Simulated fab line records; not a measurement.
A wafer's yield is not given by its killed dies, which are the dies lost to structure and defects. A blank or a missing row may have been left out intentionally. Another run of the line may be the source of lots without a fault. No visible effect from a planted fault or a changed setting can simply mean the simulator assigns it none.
Code-filled problem report in 8D (eight disciplines) form :: flow gf180mcu :: the parts of the form that need people (team, actions taken, sign-off) are left out

== 1. WHAT IS WRONG ==
V5_W_RS at GF_V5_RS_MEAS_24 reads a mean of 0.612 ohm/sq on 6 wafers of 2 lots; wafers without a fault read 0.327 ohm/sq with a standard deviation of 0.0051. That puts it +56 standard deviations away from the usual mean.
The step: measures by four-point-probe.
The first sign was on wafer L202.1 at day 30 21:05, on film_metro-02. The record holds 30 wafers of 10 lots with a number at this step. Rule for "out" (also "out of limits"): further than 4 standard deviations from the usual mean. Any other wafer with a number is counted as sound.

== 2. WHAT IT IS, WHAT IT ISN'T ==
question: which readings at this step
is: V5_W_RS
is not: -

question: which lots
is: L202, L204
is not: L191, L192, L193, L194, L197, L203, L211, L213

question: which wafers of those lots
is: all that have a number
is not: -

question: read on which gauges
is: film_metro-02
is not: film_metro-03, film_metro-04

question: when
is: from day 30 21:05
is not: up to then (15 sound wafers); but 9 sound wafers of L203, L211, L213 came after

== 3. THE SUSPECTS, EACH WITH WHAT RULES IT OUT ==
Counting: a tool stays on the suspect list if, at a process step up to the reading, it processed all lots that are out and no sound lot following the first of them.
- the gauge at GF_V5_RS_MEAS_24: ruled out. All the wafers that are out were read on film_metro-02, but those of them that GF_V5_CMP_26 has rows for are out there too, on other tools.
- cvd_w-01 at GF_V5_CVD_23 (deposits W, target thk 350 nm, time 104.9 s): kept. Every lot that is out went through it, starting with L202 (day 30 20:58), and after that it ran no sound lot; the last sound lot it ran before then is L197 (day 29 06:32).
Left after counting: cvd_w-01 at GF_V5_CVD_23.

== 4. THE CAUSE (what the simulator had put in) ==
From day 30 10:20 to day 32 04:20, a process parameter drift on cvd_w-01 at GF_V5_CVD_23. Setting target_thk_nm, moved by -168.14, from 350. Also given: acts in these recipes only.
After counting, this tool was the only one left.

== 5. THE CHAIN OF EFFECTS, in route order ==
Rows list readings where the struck wafers' mean (over those with a number) sits beyond 3 standard deviations from the usual. Scope: only readings with a usual standard deviation given in the record; hours: median across lots of the time from each lot's start at the first step in this table that gives one to its start at this step; sigmas: change in usual standard deviations.
hours: 0
step: GF_V5_RS_MEAS_24
reading: V5_W_RS
usual: 0.327 ohm/sq
on struck wafers: 0.612
change: +0.285
sigmas: +56

hours: 0
step: GF_V5_THK_MEAS_25
reading: V5_W_THK
usual: 341 nm
on struck wafers: 184
change: -157
sigmas: -27

hours: 0
step: GF_V5_CMP_26
reading: time_to_endpoint_s
usual: 85 s
on struck wafers: 47
change: -38
sigmas: -12
The process steps in it:
- GF_V5_CMP_26: polishes, stops on SiO2, t overpolish 15 s, target thk 0 nm.

== 6. WHAT WOULD HAVE CAUGHT IT SOONER ==
In this record the first reading out of limits at a measuring or inspecting step was taken at day 30 21:05, 11 hours after the fault began at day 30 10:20.
Tool readings at GF_V5_CVD_23 with a usual standard deviation given in the record: none out on any struck wafer, hence no alarm at a limit of 4 standard deviations on them.
Lots out: 2; of these, L204 started GF_V5_CVD_23 on cvd_w-01 after day 30 21:05. Putting the tool on hold at that point would have spared it.
